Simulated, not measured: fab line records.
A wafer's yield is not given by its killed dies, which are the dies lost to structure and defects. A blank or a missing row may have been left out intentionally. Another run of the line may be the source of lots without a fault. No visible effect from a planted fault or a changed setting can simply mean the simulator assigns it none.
A lot that was struck, set against a sound lot / flow gf180mcu / 15 out of 602 route steps
Sound: wafers L567.2, L567.4, L567.6. Struck: wafer L581.6 (L581.1, L581.5, from the same lot, were not struck and are left out); the cause is given at the end.
Order at every step that has rows: each side's tool, ch and its chambers, its first start. Under that, the readings that differ: sound wafers / struck wafers / difference of the means / sigmas: that difference in standard deviations of wafers without a fault.
alike: readings whose means differ by less than 2 such deviations, and words and numbers that are the same on both sides. not compared: withheld readings, readings that some wafer has no value for, bounds like >300 that may hide the same value, and numbers for which the record gives no deviation and whose values overlap.
The two part at a step that has a row with sigmas, a row that says differs or no value, or rows on one side only. When numbers do not overlap yet have no deviation, they are printed without sigmas and do not part them. A reading that every wafer of one side lacks parts them only if that side has two wafers or more.

first, 6 steps without rows for these wafers: GF_TOP_METAL_HMDS_08 (prime time 60 s); GF_TOP_METAL_COAT_09 (resist thk 1500 nm); GF_TOP_METAL_SOFTBAKE_10 (time 60 s); GF_TOP_METAL_EXPOSE_11 (exposes mask MetalTop, target cd 440 nm); GF_TOP_METAL_PEB_12; GF_TOP_METAL_DEVELOP_13 (develop time 60 s).
GF_TOP_METAL_CD_MEAS_14 targets a cd of 440 nm.
  sound on cd-sem-02, day 27 22:48; struck on cd-sem-02, day 32 04:25
  alike: cd-nm
GF_TOP_METAL_OVL_MEAS_15:
  sound on overlay-02, day 27 22:55; struck on overlay-01, day 32 04:32
  alike: TOP_METAL_OVL
GF_TOP_METAL_METAL_ETCH_16: etches the open film in Cl2/BCl3, stops on SiO2, target depth 1197 nm, time 199.5 s.
  sound on rie-metal-03 ch 0,1, day 27 22:56; struck on rie-metal-02 ch 0, day 32 04:35
  alike: bias-w, drypump-motor-current-A, mfc-cl2-sccm, oes-product-au, throttle-valve-pct
  not compared: rf-hours-counter-h
GF_TOP_METAL_STRIP_17: strips in O2/N2.
  sound on plasma-asher-02 ch 0,1, day 27 23:08; struck on plasma-asher-02 ch 0, day 32 04:46
  alike: drypump-motor-current-A, heater-power-w, n2-flow-sccm, oes-product-au, strip-time-to-endpoint-s
  not compared: rf-hours-counter-h
then, 2 steps without rows for these wafers: GF_TOP_METAL_STRIP_18 (strips in post etch residue remover, time 1200 s); GF_TOP_METAL_CLEAN_19 (cleans in DIW).
GF_PASSIVATION_CVD_00: deposits SiO2 from TEOS, target thk 1000 nm, time 111.95 s.
  sound on pecvd-03 ch 1,2, day 27 23:41; struck on pecvd-03 ch 1, day 32 05:18
reading=run-length-s (s); sound=140.0 140.5 139.7; struck=167.4; difference=+27.3; sigmas=+58
reading=model.SiO2_of_PASSIVATION_CVD_00.thk-nm (nm); sound=964.7 996.2 1009; struck=1261; difference=+271; sigmas=
  alike: heater-power-outer-w, heater-power-w
  not compared: since-wet-clean-h
GF_PASSIVATION_THK_MEAS_01:
  sound on film-metro-04, day 27 23:47; struck on film-metro-01, day 32 05:23
reading=PASSIVATION_CVD_00_THK (nm); sound=965 996 1009; struck=1261; difference=+271; sigmas=+18
GF_PASSIVATION_CVD_02: deposits Si3N4, target thk 700 nm, time 486.18 s.
  sound on pecvd-04 ch 0,1, day 27 23:50; struck on pecvd-02 ch 1, day 32 05:26
  alike: heater-power-outer-w, heater-power-w, run-length-s
  not compared: since-wet-clean-h

WHERE THEY PART
At GF_PASSIVATION_CVD_00 first; at GF_PASSIVATION_THK_MEAS_01 last (within this record only). Later steps at which nothing parts them and some readings are alike: GF_PASSIVATION_CVD_02.

WHY: the cause the simulator had injected
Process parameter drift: pecvd-03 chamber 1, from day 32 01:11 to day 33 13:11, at GF_PASSIVATION_CVD_00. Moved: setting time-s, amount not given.
